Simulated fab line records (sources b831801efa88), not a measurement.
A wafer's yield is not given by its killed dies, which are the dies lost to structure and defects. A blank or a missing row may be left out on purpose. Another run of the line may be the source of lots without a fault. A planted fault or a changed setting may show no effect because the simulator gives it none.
What tool caused it? + flow gf180mcu + Sampling: 11 lots, 33 wafers, 4 of 602 route steps

## WHAT EACH GAUGE READ, for each wafer
GF_V4_THK_MEAS_03.
| lot  | measured     | on            | V4_CVD_02_THK (nm) |
|------|--------------|---------------|--------------------|
| L114 | day 24 00:13 | film-metro-03 | 854 850 849        |
| L118 | day 25 18:11 | film-metro-03 | 838 855 848        |
| L119 | day 25 21:40 | film-metro-04 | 849 852 859        |
| L120 | day 26 06:16 | film-metro-04 | 841 848 854        |
| L122 | day 26 23:32 | film-metro-04 | 858 871 870        |
| L125 | day 28 04:16 | film-metro-04 | 851 869 852        |
| L128 | day 28 21:46 | film-metro-04 | 846 851 870        |
| L129 | day 29 01:05 | film-metro-04 | 838 492 849        |
| L131 | day 29 15:09 | film-metro-04 | 836 856 861        |
| L132 | day 29 23:01 | film-metro-04 | 499 872 870        |
| L135 | day 30 13:45 | film-metro-03 | 833 831 850        |

## TOOL THAT RAN EACH LOT (tool first, then ch and the chambers of the sampled wafers, then the start)
| lot  | GF_M4_SPUTTER_02             | GF_M4_METAL_ETCH_16               | GF_V4_CVD_02                    |
|------|------------------------------|-----------------------------------|---------------------------------|
| L114 | pvd-sputter-04, day 23 00:59 | rie-metal-04 ch 0,1, day 23 23:19 | pecvd-01 ch 0,1, day 24 00:09   |
| L118 | pvd-sputter-01, day 24 19:02 | rie-metal-03 ch 0,1, day 25 17:19 | pecvd-03 ch 0,1,2, day 25 18:06 |
| L119 | pvd-sputter-04, day 24 22:59 | rie-metal-03 ch 0,1, day 25 20:48 | pecvd-03 ch 0,1,2, day 25 21:35 |
| L120 | pvd-sputter-01, day 25 07:46 | rie-metal-04 ch 0,1, day 26 05:22 | pecvd-01 ch 0,1,2, day 26 06:11 |
| L122 | pvd-sputter-04, day 26 01:43 | rie-metal-04 ch 0,1, day 26 22:43 | pecvd-01 ch 0,1,2, day 26 23:27 |
| L125 | pvd-sputter-04, day 27 07:11 | rie-metal-04 ch 0,1, day 28 03:22 | pecvd-03 ch 1,2, day 28 04:11   |
| L128 | pvd-sputter-02, day 28 01:24 | rie-metal-02 ch 0,1, day 28 20:55 | pecvd-01 ch 1,2, day 28 21:42   |
| L129 | pvd-sputter-01, day 28 04:35 | rie-metal-03 ch 0,1, day 29 00:13 | pecvd-01 ch 1,2, day 29 01:00   |
| L131 | pvd-sputter-01, day 28 19:00 | rie-metal-03 ch 0,1, day 29 14:17 | pecvd-02 ch 1,2, day 29 15:04   |
| L132 | pvd-sputter-02, day 29 03:37 | rie-metal-04 ch 0,1, day 29 22:09 | pecvd-01 ch 0,1,2, day 29 22:56 |
| L135 | pvd-sputter-01, day 29 18:11 | rie-metal-03 ch 0,1, day 30 12:52 | pecvd-03 ch 1,2, day 30 13:41   |
- GF_M4_SPUTTER_02: material AlCu, target thk 450 nm, time 23.9 s.
- GF_M4_METAL_ETCH_16: etches the open film in Cl2/BCl3, stops on SiO2, target depth 627.5 nm, time 104.6 s.
- GF_V4_CVD_02: deposits SiO2 from TEOS, target thk 850 nm, time 94.851 s.

## THE ANSWER, worked out from the rows above alone
Rule: usual is defined by the lots themselves. Put in order of their means at a reading, lots are off if they are a third of the lots or fewer, leave a main group of 4 or more, and stand apart from it by a gap of 3 or more times the standard deviation of the main group's means; of several such gaps the widest counts. Not used: any main group whose means are identical at the precision the tables above print for the reading. A lot without any number at a reading at which 4 lots or more have one is off too. Where the step has rows for the other lots, those lots are counted as sound.
Off: at GF_V4_THK_MEAS_03 (V4_CVD_02_THK), L129, L132. The main group has a mean of 852 nm with a standard deviation of 7.4.
A tool fits if, at a process step before that reading, it ran every lot that is off, and no sound lot after the first of them. Gauges at GF_V4_THK_MEAS_03: tried the same way as those tools. One fits: GF_V4_CVD_02 on pecvd-01. A fault onset in the window from L128 (day 28 21:42, its last sound lot) to L129 (day 29 01:00, its first lot off) fits.

## WHAT THE SIMULATOR PUT IN
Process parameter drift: pecvd-01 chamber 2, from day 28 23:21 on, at GF_V4_CVD_02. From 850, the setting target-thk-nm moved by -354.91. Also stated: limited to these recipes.
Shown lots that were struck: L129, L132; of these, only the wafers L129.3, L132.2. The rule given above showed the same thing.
